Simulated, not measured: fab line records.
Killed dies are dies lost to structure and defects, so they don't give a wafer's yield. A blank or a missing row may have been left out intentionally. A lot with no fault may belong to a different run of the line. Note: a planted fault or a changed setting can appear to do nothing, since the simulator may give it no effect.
Struck lot and sound lot, side by side | flow sky130 | 22 steps out of a route of 708
Sound: the wafers L660.2, L660.4, L660.6. Wafers struck: L655.1, L655.6. At the end, the cause is stated.
Per side, at each step with rows, come the tool, then ch with its chambers, and then its first start. Under that, the readings that differ: sound wafers | struck wafers | difference of the means | sigmas: that difference in standard deviations of wafers without a fault.
alike: a reading whose means differ by less than 2 such deviations, as well as words and numbers matching on both sides. not compared: withheld readings; readings where some wafer has no value; bounds like >300 that might hide an equal value; numbers whose values overlap and for which the record gives no deviation.
A row with sigmas, a row that says differs or no value, or rows on one side alone: a step with any of these is where the two part. Numbers that don't overlap but have no deviation are shown without sigmas and don't part them. Lack of a reading on every wafer of one side parts them only where that side has two or more wafers.

first, 1 step without rows for these wafers: SKY_SONOS_ONO_DEVELOP_12 (develop time 60 s).
SKY_SONOS_ONO_CD_MEAS_13: the cd target is 410 nm.
  sound on cdSem-01, day 19 00:10; struck on cdSem-02, day 17 08:29
  alike: cdNm
SKY_SONOS_ONO_OVL_MEAS_14:
  sound on overlay-01, day 19 00:16; struck on overlay-01, day 17 08:37
  alike: SONOS_ONO_OVL
SKY_SONOS_ONO_ETCH_15: etches the open film in CHF3/O2, target depth 19.52 nm, time 7.8 s.
  sound on rieDiel-02 ch 0,1,3, day 19 00:17; struck on rieDiel-02 ch 1,2, day 17 08:38
  alike: drypumpMotorCurrentA, oesProductAu, throttleValvePct
  not compared: rfHoursCounterH
then, 1 step without rows for these wafers: SKY_SONOS_ONO_WET_ETCH_16 (etches SiO2 in dHF, target depth 14 nm, time 280 s).
SKY_SONOS_ONO_STRIP_17: strips in O2/N2.
  sound on plasmaAsher-02 ch 0,1, day 19 00:25; struck on plasmaAsher-04 ch 0,1, day 17 08:46
  alike: drypumpMotorCurrentA, oesProductAu, stripTimeToEndpointS
  not compared: rfHoursCounterH
then, 3 steps without rows for these wafers: SKY_SONOS_ONO_WET_ETCH_18 (etches Si3N4 in H3PO4, target depth 15 nm, time 172 s); SKY_GATE_OXIDE_CLEAN_00 (cleans in SC1/SC2, time 150 s); SKY_GATE_OXIDE_OXIDATION_01 (stabilise 600 s, purge 300 s, target thk 10.268 nm).
SKY_GATE_OXIDE_THK_MEAS_02:
  sound on filmMetro-03, day 19 02:26; struck on filmMetro-03, day 17 11:59
  alike: GATE_OXIDE_OXIDATION_00_THK
then, 2 steps without rows for these wafers: SKY_GATE_OXIDE_DEHYDRATE_03 (time 60 s); SKY_GATE_OXIDE_HMDS_04 (prime time 60 s).
SKY_GATE_OXIDE_COAT_05: resist thk 1140 nm.
  sound on lithoTrack-02 ch 0, day 19 17:37; struck on lithoTrack-01 ch 0, day 18 02:27
reading                                        | sound          | struck    | difference | sigmas
model.NOVOLAK_of_GATE_OXIDE_COAT_05.thkNm (nm) | 1139 1137 1138 | 1060 1062 | -77        | 
  alike: spinSpeedRpm
then, 3 steps without rows for these wafers: SKY_GATE_OXIDE_SOFTBAKE_06 (time 60 s); SKY_GATE_OXIDE_EXPOSE_07 (exposes mask LVOM, target cd 600 nm); SKY_GATE_OXIDE_PEB_08.
SKY_GATE_OXIDE_DEVELOP_09: develop time 60 s.
  sound on lithoTrack-03 ch 0, day 20 08:22; struck on lithoTrack-01 ch 0, day 18 17:12
reading                                        | sound          | struck    | difference | sigmas
model.NOVOLAK_of_GATE_OXIDE_COAT_05.thkNm (nm) | 1138 1137 1138 | 1060 1061 | -77        | 
  alike: developerTempC
SKY_GATE_OXIDE_OVL_MEAS_10:
  sound on overlay-01, day 20 08:29; struck on overlay-02, day 18 17:21
  alike: GATE_OXIDE_OVL
then, 2 steps without rows for these wafers: SKY_GATE_OXIDE_IMPLANT_11; SKY_GATE_OXIDE_WET_ETCH_12 (etches SiO2 in dHF, target depth 16.8 nm, time 336 s).
SKY_GATE_OXIDE_STRIP_13: strips in O2/N2.
  sound on plasmaAsher-02 ch 0,1, day 20 08:46; struck on plasmaAsher-01 ch 0, day 18 17:39
reading                  | sound             | struck      | difference | sigmas
drypumpMotorCurrentA (A) | 6.0 6.0 6.0       | 5.2 5.2     | -0.8       | -2
stripTimeToEndpointS (s) | 14.16 14.15 14.16 | 13.24 13.25 | -0.91      | -22
  alike: oesProductAu
  not compared: rfHoursCounterH
SKY_GATE_OXIDE_TW_MEAS_14:
  sound on filmMetro-01, day 20 08:53; struck on filmMetro-01, day 18 17:45
  alike: GATE_OXIDE_TW

== WHERE THEY PART ==
Within this record, at SKY_GATE_OXIDE_STRIP_13 only. Later steps at which nothing parts them and some readings are alike: SKY_GATE_OXIDE_TW_MEAS_14.

WHY: whatever the simulator had introduced
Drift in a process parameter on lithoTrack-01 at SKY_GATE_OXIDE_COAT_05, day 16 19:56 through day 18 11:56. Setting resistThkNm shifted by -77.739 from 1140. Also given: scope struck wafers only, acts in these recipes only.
